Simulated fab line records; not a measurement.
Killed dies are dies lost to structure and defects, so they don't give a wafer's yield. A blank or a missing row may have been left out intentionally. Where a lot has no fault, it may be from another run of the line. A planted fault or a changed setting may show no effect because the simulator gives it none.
Which of the tools did it? | flow gf180mcu | 6 lots with 18 wafers sampled at 3 steps, on a route of 602 steps

== WHAT THE GAUGES SHOWED, per wafer ==
GF_V3_CD_MEAS_14 targets a cd of 260 nm.
lot  | measured     | on        | cd_nm (nm)
L757 | day 24 15:30 | cd_sem-02 | 260.4 259.9 259.5
L759 | day 25 10:39 | cd_sem-02 | 260.6 260.5 260.5
L760 | day 26 07:05 | cd_sem-01 | 260.7 260.7 260.3
L765 | day 27 05:18 | cd_sem-02 | 261.2 260.2 259.8
L768 | day 28 00:31 | cd_sem-02 | 261.0 261.3 260.5
L772 | day 29 06:13 | cd_sem-02 | 248.3 248.5 248.7

== EACH LOT AND THE TOOL THAT RAN IT (in order: tool; ch and the chambers of the sampled wafers; start) ==
lot  | GF_M3_SPUTTER_02             | GF_V3_EXPOSE_11
L757 | pvd_sputter-02, day 22 16:43 | krf_scanner-01 ch 0, day 24 05:09
L759 | pvd_sputter-03, day 23 11:36 | krf_scanner-02 ch 0, day 24 23:20
L760 | pvd_sputter-02, day 24 08:42 | krf_scanner-01 ch 0, day 25 19:05
L765 | pvd_sputter-03, day 25 08:29 | krf_scanner-01 ch 0, day 26 18:12
L768 | pvd_sputter-03, day 26 05:23 | krf_scanner-01 ch 0, day 27 14:31
L772 | pvd_sputter-02, day 27 12:40 | krf_scanner-01 ch 0, day 28 20:22
- GF_M3_SPUTTER_02: material AlCu, target thk 450 nm, time 23.9 s.
- GF_V3_EXPOSE_11: exposes mask Via3, target cd 260 nm.

== THE ANSWER, worked out from the rows above alone ==
Rule: the usual values come from the lots themselves. Put in order of their means at a reading, lots are off if they are a third of the lots or fewer, leave a main group of 4 or more, and stand apart from it by a gap of 3 or more times the standard deviation of the main group's means; of several such gaps the widest counts. A main group whose means are all the same, to the digits that the tables above print for the reading, isn't used. A lot without any number at a reading at which 4 lots or more have one is off too. All remaining lots with rows at the step are treated as sound.
Off, at GF_V3_CD_MEAS_14 on cd_nm: L772. For the main group the mean is 260.5 nm and the standard deviation 0.32.
A tool fits if, at a process step before that reading, it ran every lot that is off, and no sound lot after the first of them. The gauges at GF_V3_CD_MEAS_14 are tried like those tools. Can't be told from this: 3 tools fit, pvd_sputter-02 at GF_M3_SPUTTER_02, krf_scanner-01 at GF_V3_EXPOSE_11, cd_sem-02 at GF_V3_CD_MEAS_14.

== WHAT HAD BEEN PUT IN BY THE SIMULATOR ==
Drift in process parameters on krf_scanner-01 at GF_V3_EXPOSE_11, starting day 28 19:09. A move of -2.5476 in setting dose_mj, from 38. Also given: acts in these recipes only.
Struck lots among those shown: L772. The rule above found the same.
